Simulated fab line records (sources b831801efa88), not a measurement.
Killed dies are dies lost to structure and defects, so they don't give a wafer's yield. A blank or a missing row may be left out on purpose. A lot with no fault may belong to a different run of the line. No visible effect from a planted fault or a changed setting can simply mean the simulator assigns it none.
Which tool was responsible? | flow sky130 | 12 lots, 36 wafers sampled, at 5 steps of a route of 708

## WHAT THE GAUGES READ, wafer by wafer
Not one reading of a measure or inspect step in the record can be checked against a usual standard deviation.

## TOOL THAT RAN EACH LOT (tool first, then ch and the chambers of the sampled wafers, then the start)
lot  | SKY_CONTACT_ETCH_17                | SKY_CONTACT_ETCH_18                           | SKY_CONTACT_STRIP_19                 | SKY_METAL1_SPUTTER_00        | SKY_PAD_OPEN_PROBE_99
L611 | rie diel-01 ch 2,3, day 32 08:33   | rie diel-01 ch 2,3, day 32 08:38 or earlier   | plasma asher-04 ch 1, day 32 08:38   | pvd sputter-02, day 32 10:00 | -
L613 | rie diel-01 ch 1,2,3, day 32 21:36 | rie diel-01 ch 1,2,3, day 32 21:41 or earlier | plasma asher-04 ch 0,1, day 32 21:41 | pvd sputter-02, day 32 23:05 | prober-01, day 46 17:33
L614 | rie diel-02 ch 2,3, day 33 07:13   | rie diel-02 ch 2,3, day 33 07:19 or earlier   | plasma asher-02 ch 0,1, day 33 07:19 | pvd sputter-04, day 33 08:40 | -
L616 | rie diel-03 ch 0,3, day 33 18:42   | rie diel-03 ch 0,3, day 33 18:47 or earlier   | plasma asher-02 ch 0,1, day 33 18:47 | pvd sputter-02, day 33 20:11 | -
L620 | rie diel-03 ch 0,3, day 34 18:41   | rie diel-03 ch 0,3, day 34 18:49 or earlier   | plasma asher-02 ch 0,1, day 34 18:49 | pvd sputter-04, day 34 20:08 | prober-01, day 48 04:23
L621 | rie diel-01 ch 0,1,3, day 34 22:52 | rie diel-01 ch 0,1,3, day 34 23:00 or earlier | plasma asher-02 ch 0,1, day 34 23:00 | -                            | prober-02, day 48 11:07
L622 | rie diel-03 ch 0,3, day 35 02:57   | rie diel-03 ch 0,3, day 35 03:05 or earlier   | plasma asher-02 ch 0,1, day 35 03:05 | -                            | prober-01, day 48 11:17
L629 | rie diel-03 ch 0,1,3, day 37 10:36 | rie diel-03 ch 0,1,3, day 37 10:41 or earlier | plasma asher-01 ch 0,1, day 37 10:41 | pvd sputter-03, day 37 11:59 | prober-02, day 50 02:10
L627 | rie diel-01 ch 2,3, day 37 13:57   | rie diel-01 ch 2,3, day 37 14:05 or earlier   | plasma asher-04 ch 0,1, day 37 14:05 | pvd sputter-03, day 37 15:22 | -
L628 | rie diel-02 ch 1,3, day 37 15:30   | rie diel-02 ch 1,3, day 37 15:35 or earlier   | plasma asher-02 ch 0,1, day 37 15:35 | pvd sputter-02, day 37 16:52 | -
L631 | rie diel-03 ch 0,1, day 38 02:03   | rie diel-03 ch 0,1, day 38 02:08 or earlier   | plasma asher-04 ch 0,1, day 38 02:08 | pvd sputter-02, day 38 03:25 | -
L634 | rie diel-01 ch 0,2,3, day 38 10:52 | rie diel-01 ch 0,2,3, day 38 10:58 or earlier | plasma asher-04 ch 0,1, day 38 10:58 | pvd sputter-04, day 38 12:20 | -
- SKY_CONTACT_ETCH_17: etches SiO2 in C4F8/O2/Ar, stops on Si3N4, target depth 340 nm.
- SKY_CONTACT_ETCH_18: etches Si3N4 in CHF3/O2, stops on TiN, time 39 s, target depth 75 nm.
- SKY_CONTACT_STRIP_19: strips in O2/N2.
- SKY_METAL1_SPUTTER_00: material Ti, target thk 15 nm, time 10 s.
- SKY_PAD_OPEN_PROBE_99

## WHAT THE TOOLS THEMSELVES READ (means of the sampled wafers that have a number; where no wafer has one, the mark that the record gives instead)
SKY_CONTACT_ETCH_17. Usual: bias w 1200 W, standard deviation 3.4; chamber pressure mTorr 40.00 mTorr, standard deviation 0.033; oes product au 0.892 a.u., standard deviation 0.0047.
lot  | tool        | bias w (W) | chamber pressure mTorr (mTorr) | oes product au (a.u.) | flag
L611 | rie diel-01 | 1198       | 39.99                          | 0.894                 |
L613 | rie diel-01 | 1199       | 39.97                          | 0.895                 |
L614 | rie diel-02 | 1199       | 40.01                          | 0.892                 |
L616 | rie diel-03 | 1200       | 40.01                          | 0.892                 |
L620 | rie diel-03 | 1205       | 40.03                          | 0.887                 |
L621 | rie diel-01 | -          | -                              | -                     | OFF
L622 | rie diel-03 | -          | -                              | -                     | OFF
L629 | rie diel-03 | 1201       | 40.00                          | 0.886                 |
L627 | rie diel-01 | 1198       | 40.00                          | 0.895                 |
L628 | rie diel-02 | 1199       | 40.03                          | 0.897                 |
L631 | rie diel-03 | 1196       | 40.01                          | 0.892                 |
L634 | rie diel-01 | 1198       | 40.03                          | 0.894                 |

SKY_CONTACT_ETCH_18. Usual: O2_flow_sccm 5.003 sccm, standard deviation 0.016; bias w 200.0 W, standard deviation 0.58; drypump motor current A 5.7 A, standard deviation 0.46; oes product au 0.855 a.u., standard deviation 0.0072; throttle valve pct 8.793 %, standard deviation 0.0095.
lot  | tool        | O2_flow_sccm (sccm) | bias w (W) | drypump motor current A (A) | oes product au (a.u.) | throttle valve pct (%) | flag
L611 | rie diel-01 | 5.014               | 200.6      | 5.3                         | 0.855                 | 8.796                  |
L613 | rie diel-01 | 4.993               | 200.0      | 5.7                         | 0.848                 | 8.788                  |
L614 | rie diel-02 | 5.011               | 200.4      | 5.6                         | 0.858                 | 8.806                  |
L616 | rie diel-03 | 4.995               | 200.4      | 5.6                         | 0.860                 | 8.796                  |
L620 | rie diel-03 | 5.006               | 199.8      | 5.7                         | 0.853                 | 8.787                  |
L621 | rie diel-01 | 5.003               | 199.8      | 5.9                         | 0.375                 | 8.682                  | OFF
L622 | rie diel-03 | 4.990               | 200.0      | 5.6                         | 0.373                 | 8.673                  | OFF
L629 | rie diel-03 | 5.003               | 200.1      | 5.7                         | 0.862                 | 8.787                  |
L627 | rie diel-01 | 4.981               | 200.4      | 5.4                         | 0.859                 | 8.785                  |
L628 | rie diel-02 | 5.012               | 200.3      | 6.0                         | 0.855                 | 8.797                  |
L631 | rie diel-03 | 5.007               | 200.6      | 5.7                         | 0.854                 | 8.796                  |
L634 | rie diel-01 | 5.003               | 199.8      | 5.5                         | 0.862                 | 8.786                  |

SKY_CONTACT_STRIP_19. Usual: drypump motor current A 5.8 A, standard deviation 0.43; oes product au 0.381 a.u., standard deviation 0.0049; strip time to endpoint s 3.62 s, standard deviation 0.036.
lot  | tool            | drypump motor current A (A) | oes product au (a.u.) | strip time to endpoint s (s) | flag
L611 | plasma asher-04 | 4.8                         | 0.382                 | 3.68                         |
L613 | plasma asher-04 | 5.3                         | 0.382                 | 3.66                         |
L614 | plasma asher-02 | 6.0                         | 0.383                 | 3.64                         |
L616 | plasma asher-02 | 6.0                         | 0.387                 | 3.64                         |
L620 | plasma asher-02 | 6.0                         | 0.382                 | 3.67                         |
L621 | plasma asher-02 | 6.0                         | 0.410                 | 4.31                         | OFF
L622 | plasma asher-02 | 5.9                         | 0.410                 | 4.34                         | OFF
L629 | plasma asher-01 | 5.8                         | 0.380                 | 3.64                         |
L627 | plasma asher-04 | 5.3                         | 0.382                 | 3.63                         |
L628 | plasma asher-02 | 5.9                         | 0.380                 | 3.59                         |
L631 | plasma asher-04 | 5.3                         | 0.379                 | 3.63                         |
L634 | plasma asher-04 | 5.8                         | 0.384                 | 3.64                         |

SKY_METAL1_SPUTTER_00. Usual: throttle valve pct reads 30.2 % (standard deviation 1).
lot  | tool           | throttle valve pct (%) | flag
L611 | pvd sputter-02 | 30.2                   |
L613 | pvd sputter-02 | 29.0                   |
L614 | pvd sputter-04 | 31.1                   |
L616 | pvd sputter-02 | 29.0                   |
L620 | pvd sputter-04 | 30.7                   |
L629 | pvd sputter-03 | 30.0                   |
L627 | pvd sputter-03 | 30.3                   |
L628 | pvd sputter-02 | 28.1                   |
L631 | pvd sputter-02 | 29.1                   |
L634 | pvd sputter-04 | 30.8                   |

SKY_PAD_OPEN_PROBE_99. Usual: killed_at_M0_to_M3 43, standard deviation 7.1; killed_at_M4_up 3.0, standard deviation 1.6; killed at contacts 24, standard deviation 5.3; killed at front end 16, standard deviation 4.1; killed at other 0.5, standard deviation 0.82; killed dies 86, standard deviation 9.4; killed on rim 17, standard deviation 4.1; killed open 46, standard deviation 6.9; killed short 39, standard deviation 6.5.
lot  | tool      | killed_at_M0_to_M3 | killed_at_M4_up | killed at contacts | killed at front end | killed at other | killed dies | killed on rim | killed open | killed short | flag
L613 | prober-01 | 40                 | 1.7             | 25                 | 15                  | 0.3             | 82          | 14            | 41          | 41           |
L620 | prober-01 | 49                 | 2.0             | 19                 | 12                  | 0.0             | 82          | 19            | 46          | 36           |
L621 | prober-02 | 47                 | 3.0             | 424                | 17                  | 0.0             | 492         | 96            | 51          | 33           | OFF
L622 | prober-01 | 42                 | 2.3             | 435                | 12                  | 0.0             | 492         | 96            | 45          | 37           | OFF
L629 | prober-02 | 44                 | 4.0             | 31                 | 11                  | 0.3             | 90          | 17            | 52          | 37           |

## THE ANSWER, worked out from the rows above alone
Rule: a lot is off if the mean of its wafers that have a number lies more than 3 standard deviations from the usual mean. A lot without any number at a reading at which 4 lots or more have one is off too. All remaining lots with rows at the step are treated as sound. First the gauges in route order, then the tools' own readings, where a lot's mean is used as printed above. The first step at which some lot is off is used, and at that step the reading that is off furthest; a lot without a number counts as furthest.
Off: L621, L622, at SKY_CONTACT_ETCH_17 (bias w). Without a number there: L621, L622.
A tool fits if, at that step or a process step before it, it ran every lot that is off, and no sound lot after the first of them. Not one of the candidates tried fits.

## WHAT THE SIMULATOR HAD PUT IN
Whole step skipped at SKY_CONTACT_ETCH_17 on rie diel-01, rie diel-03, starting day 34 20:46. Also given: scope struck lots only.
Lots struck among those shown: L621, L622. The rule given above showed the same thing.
